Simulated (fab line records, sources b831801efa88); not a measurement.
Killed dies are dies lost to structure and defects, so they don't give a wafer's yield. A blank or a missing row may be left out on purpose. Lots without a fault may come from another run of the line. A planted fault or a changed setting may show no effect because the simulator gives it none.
A struck lot beside a sound one | flow gf180mcu | 14 steps out of a route of 602
Sound: wafers L914.1, L914.2, L914.3. Struck: wafer L912.4. (L912.5 of the same lot was not struck and is left out.) The cause comes at the end.
At each step with rows: each side's tool, then ch and its chambers, then its first start. Under that, the readings that differ: sound wafers | struck wafers | difference of the means | sigmas: that difference in standard deviations of wafers without a fault.
alike: readings whose means differ by less than 2 such deviations, and words and numbers that are the same on both sides. not compared: withheld readings, readings that some wafer has no value for, bounds like >300 that may hide the same value, and numbers for which the record gives no deviation and whose values overlap.
The two part at a step that has a row with sigmas, a row that says differs or no value, or rows on one side only. Numbers that don't overlap but have no deviation are shown without sigmas and don't part them. A reading that every wafer of one side lacks parts them only if that side has two wafers or more.

first, 4 steps without rows for these wafers: GF_V2_SOFTBAKE_10 (time 60 s); GF_V2_EXPOSE_11 (exposes mask Via2, target cd 260 nm); GF_V2_PEB_12 (peb time 90 s); GF_V2_DEVELOP_13 (develop time 60 s).
GF_V2_CD_MEAS_14: target cd 260 nm.
  sound on cd_sem-02, day 27 09:46; struck on cd_sem-01, day 26 18:39
  alike: cd_nm
GF_V2_OVL_MEAS_15:
  sound on overlay-01, day 27 09:53; struck on overlay-01, day 26 18:44
  alike: V2_OVL
GF_V2_ETCH_16: etches BARC in N2/H2.
  sound on rie_diel-03 ch 0,2,3, day 27 09:56; struck on rie_diel-01 ch 3, day 26 18:45
  alike: chamber_pressure_mTorr, drypump_motor_current_A, oes_product_au, throttle_valve_pct
GF_V2_ETCH_17: etches SiO2 in C4F8/O2/Ar, stops on TiN, target depth 630 nm.
  sound on rie_diel-03 ch 0,2,3; struck on rie_diel-01 ch 3
  alike: chamber_pressure_mTorr, oes_product_au
GF_V2_STRIP_18: strips in O2/N2.
  sound on plasma_asher-02 ch 0,1, day 27 10:03; struck on plasma_asher-04 ch 1, day 26 18:55
  reading                        | sound                | struck | difference | sigmas
  chamber_pressure_mTorr (mTorr) | 1499.9 1496.7 1501.8 | 1503.5 | +4.0       | +3
  alike: drypump_motor_current_A, heater_power_w, oes_product_au
  not compared: rf_hours_counter_h
then, 2 steps without rows for these wafers: GF_V2_STRIP_19 (strips in post etch residue remover, time 1200 s); GF_V2_CLEAN_20 (cleans in DIW).
GF_V2_SPUTTER_21: material Ti, target thk 15 nm, time 80.02 s.
  sound on pvd_sputter-01, day 27 10:37; struck on pvd_sputter-04, day 26 19:26
  alike: throttle_valve_pct
GF_V2_SPUTTER_22: material TiN, target thk 10 nm, time 40 s.
  sound on pvd_sputter-01, day 27 10:41; struck on pvd_sputter-04, day 26 19:30
  reading                                | sound             | struck | difference | sigmas
  model.TiN_of_V2_SPUTTER_22.thk_nm (nm) | 9.904 10.07 9.916 | 5.618  | -4.345     |
  alike: throttle_valve_pct
GF_V2_CVD_23: deposits W, target thk 350 nm, time 104.94 s.
  sound on cvd_w-02 ch 0, day 27 10:43; struck on cvd_w-01 ch 0, day 26 19:35
  alike: heater_power_w

WHERE THEY PART
Only at GF_V2_STRIP_18, within this record. Later steps at which nothing parts them and some readings are alike: GF_V2_SPUTTER_21, GF_V2_SPUTTER_22, GF_V2_CVD_23.

WHY: what the simulator had put in
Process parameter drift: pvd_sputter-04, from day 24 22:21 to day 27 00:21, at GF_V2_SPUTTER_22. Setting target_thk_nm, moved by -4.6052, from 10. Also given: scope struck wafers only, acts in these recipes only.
